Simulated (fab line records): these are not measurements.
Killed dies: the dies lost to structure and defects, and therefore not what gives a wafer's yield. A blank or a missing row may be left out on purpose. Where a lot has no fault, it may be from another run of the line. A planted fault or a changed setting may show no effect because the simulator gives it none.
8D (eight disciplines) problem report, filled in by code -- flow sky130 -- the parts of the form that need people (team, actions taken, sign-off) are left out

== 1. PROBLEM STATEMENT ==
Mean METAL2_ALCU_RS at SKY_METAL2_RS_MEAS_05: 0.1371 ohm/sq over 6 wafers in 2 lots; fault-free wafers: 0.1269 ohm/sq, standard deviation 0.0015. That puts it +6.8 standard deviations away from the usual mean.
The step: measures by four-point-probe.
First seen on wafer L892.2, day 38 08:40, on film metro-01. At this step, 30 wafers from 10 lots have a number in the record. Rule for "out", or "out of limits": more than 4 standard deviations from the usual mean. The rest of the wafers with a number are treated as sound.

== 2. WHAT THIS IS AND IS NOT ==
question,is,is not
which readings at this step,METAL2_ALCU_RS,-
which lots,"L892, L895","L881, L882, L883, L884, L897, L898, L899, L901"
which wafers of those lots,all that have a number,-
read on which gauges,"film metro-01, film metro-04",film metro-03
when,from day 38 08:40,"up to then (12 sound wafers); but 12 sound wafers of L897, L898, L899, L901 came after"

== 3. THE SUSPECTS, EACH WITH WHAT RULES IT OUT ==
Counting: a tool at any process step up to the reading remains a suspect when it ran all the lots that are out and ran no sound lot after the first of those.
- the gauge at SKY_METAL2_RS_MEAS_05 is ruled out. The wafers that are out were read on 2 gauges (film metro-01, film metro-04).
- pvd sputter-02 at SKY_METAL2_SPUTTER_02 (material AlCu, target thk 250 nm, time 13.3 s): kept. It ran every lot that is out, first L892 (day 38 08:34), and no sound lot after that; its last sound lot up to then is L883 (day 35 12:19).
Left after counting: pvd sputter-02 at SKY_METAL2_SPUTTER_02.

== 4. THE CAUSE (what the simulator had put in) ==
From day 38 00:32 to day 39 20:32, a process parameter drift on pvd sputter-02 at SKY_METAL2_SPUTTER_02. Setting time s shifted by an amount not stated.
Only this tool survived the counting.

== 5. SEQUENCE OF EFFECTS, ordered by route ==
One row per reading whose mean, taken over the struck wafers that have a number, lies over 3 standard deviations from the usual. Only readings for which the record gives a usual standard deviation are gone through. hours: the time from each lot's start at the first step in this table that gives one to its start at this step, as a median over the lots. sigmas: the change in usual standard deviations.
hours,step,reading,usual,on struck wafers,change,sigmas
0,SKY_METAL2_RS_MEAS_05,METAL2_ALCU_RS,0.1269 ohm/sq,0.1371,+0.0102,+6.8
0,SKY_METAL2_THK_MEAS_06,METAL2_ALCU_THK,249 nm,230,-19,-6.0

== 6. HOW IT WOULD HAVE BEEN CAUGHT EARLIER ==
Counted from the fault's start at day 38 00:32, it took 8 hours until the first out-of-limits reading at a measuring or inspecting step in this record, taken at day 38 08:40.
No tool reading at SKY_METAL2_SPUTTER_02 that has a usual standard deviation in the record was out on any struck wafer, so an alarm limit of 4 standard deviations on those readings would not have fired.
Lots out: 2; of these, L895 started SKY_METAL2_SPUTTER_02 on pvd sputter-02 after day 38 08:40. It would have been spared by a hold on the tool at that moment.
